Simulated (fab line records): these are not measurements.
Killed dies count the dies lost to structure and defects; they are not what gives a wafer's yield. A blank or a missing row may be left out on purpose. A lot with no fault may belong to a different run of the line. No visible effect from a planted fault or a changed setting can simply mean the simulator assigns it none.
Comparing a struck lot with a sound one || flow sky130 || 21 steps out of a route of 708
Sound: the wafers L314.1, L314.2, L314.3. Wafers struck: L320.3, L320.4, L320.5. Last of all comes the cause.
Order at every step that has rows: each side's tool, ch and its chambers, its first start. Under that, the readings that differ: sound wafers || struck wafers || difference of the means || sigmas: that difference in standard deviations of wafers without a fault.
alike: readings whose means differ by less than 2 such deviations, and words and numbers that are the same on both sides. not compared: withheld readings, readings that some wafer has no value for, bounds like >300 that may hide the same value, and numbers for which the record gives no deviation and whose values overlap.
Wherever a step has rows on one side only, a row that says differs or no value, or a row with sigmas, the two part there. Non-overlapping numbers with no deviation appear without sigmas and do not part them. Lack of a reading on every wafer of one side parts them only where that side has two or more wafers.

first, 1 step without rows for these wafers: SKY_FIELD_ISO_CVD_24 (deposits SiO2, target thk 595 nm, time 99.2 s).
SKY_FIELD_ISO_THK_MEAS_25:
  sound on filmMetro-04 at day 3 04:42; struck on filmMetro-03 at day 4 18:55
  alike: FIELD_ISO_CVD_24_THK
then, 1 step without rows for these wafers: SKY_FIELD_ISO_ANNEAL_26 (time 1800 s).
SKY_FIELD_ISO_CMP_27: polishes, stops on Si3N4, t overpolish 16 s, target thk 457.8 nm.
  sound on cmp-01 ch 0,1,3, day 3 11:46; struck on cmp-01 ch 0,1,3, day 4 21:31
  alike: motorCurrentA, overpolishRunS, timeToEndpointS
then, 5 steps without rows for these wafers: SKY_FIELD_ISO_WET_ETCH_28 (etches SiO2 in dHF, target depth 23.7 nm, time 47 s); SKY_FIELD_ISO_WET_ETCH_29 (etches Si3N4 in H3PO4, target depth 160 nm, time 1825 s); SKY_FIELD_ISO_WET_ETCH_30 (etches SiO2 in dHF, target depth 25 nm, time 50 s); SKY_NWELL_CLEAN_00 (cleans in SC1/SC2, time 150 s); SKY_NWELL_OXIDATION_01 (stabilise 600 s, purge 300 s, target thk 10 nm).
SKY_NWELL_THK_MEAS_02:
  sound on filmMetro-02 at day 3 22:50; struck on filmMetro-04 at day 5 00:20
  alike: NWELL_OXIDATION_THK
then, 2 steps without rows for these wafers: SKY_DNWELL_DEHYDRATE_00 (time 60 s); SKY_DNWELL_HMDS_01 (prime time 60 s).
SKY_DNWELL_COAT_02: resist thk 3000 nm.
  sound on lithoTrack-02 ch 0, day 4 06:16; struck on lithoTrack-03 ch 0, day 5 08:58
{"reading": "model.coat_of_DNWELL_COAT_02.thkNm (nm)", "sound": "2995 2985 2996", "struck": "2737 2739 2748", "difference": -251, "sigmas": ""}
  alike: chillPlateTempC, dispensePressureKPa, resistLineTempC
then, 3 steps without rows for these wafers: SKY_DNWELL_SOFTBAKE_03; SKY_DNWELL_EXPOSE_04 (exposes mask DNM, target cd 3000 nm); SKY_DNWELL_PEB_05.
SKY_DNWELL_DEVELOP_06: develop time 60 s.
  sound: lithoTrack-04 ch 0; struck: lithoTrack-03 ch 0
{"reading": "model.coat_of_DNWELL_COAT_02.thkNm (nm)", "sound": "2991 2981 2992", "struck": "2732 2735 2744", "difference": -251, "sigmas": ""}
  alike: chillPlateTempC, resistLineTempC
next, for these wafers, 1 step has no rows: SKY_DNWELL_IMPLANT_07.
SKY_DNWELL_STRIP_08: strips in O2/N2.
  sound on plasmaAsher-02 ch 0,1, day 4 14:40; struck on plasmaAsher-03 ch 0,1, day 5 18:05
{"reading": "stripTimeToEndpointS (s)", "sound": "36.86 36.73 36.86", "struck": "33.92 33.93 34.06", "difference": -2.85, "sigmas": -26}
  alike: drypumpMotorCurrentA, o2FlowSccm, oesProductAu
  not compared: rfHoursCounterH
SKY_DNWELL_TW_MEAS_09:
  sound on filmMetro-01 at day 4 14:46; struck on filmMetro-01 at day 5 18:11
  alike: DNWELL_TW
-- the record jumps here: 43 days lie between the struck wafers' starts before and after (it left off in module DNWELL and takes up again in module PAD_OPEN, whose first step shown is number 708 of the route) --
SKY_PAD_OPEN_PROBE_99:
  sound on prober-02 at day 47 08:52; struck on prober-01 at day 48 19:10
  alike: killed_at_M0_to_M3, killed_at_M4_up, killedAtContacts, killedAtFrontEnd, killedAtOther, killedDies, killedOpen, killedShort
  not compared: model.etest.resDeepNwell.widthNm

WHERE THEY PART
Only at SKY_DNWELL_STRIP_08, within this record. Later steps at which nothing parts them and some readings are alike: SKY_DNWELL_TW_MEAS_09, SKY_PAD_OPEN_PROBE_99.

WHY: the cause the simulator had injected
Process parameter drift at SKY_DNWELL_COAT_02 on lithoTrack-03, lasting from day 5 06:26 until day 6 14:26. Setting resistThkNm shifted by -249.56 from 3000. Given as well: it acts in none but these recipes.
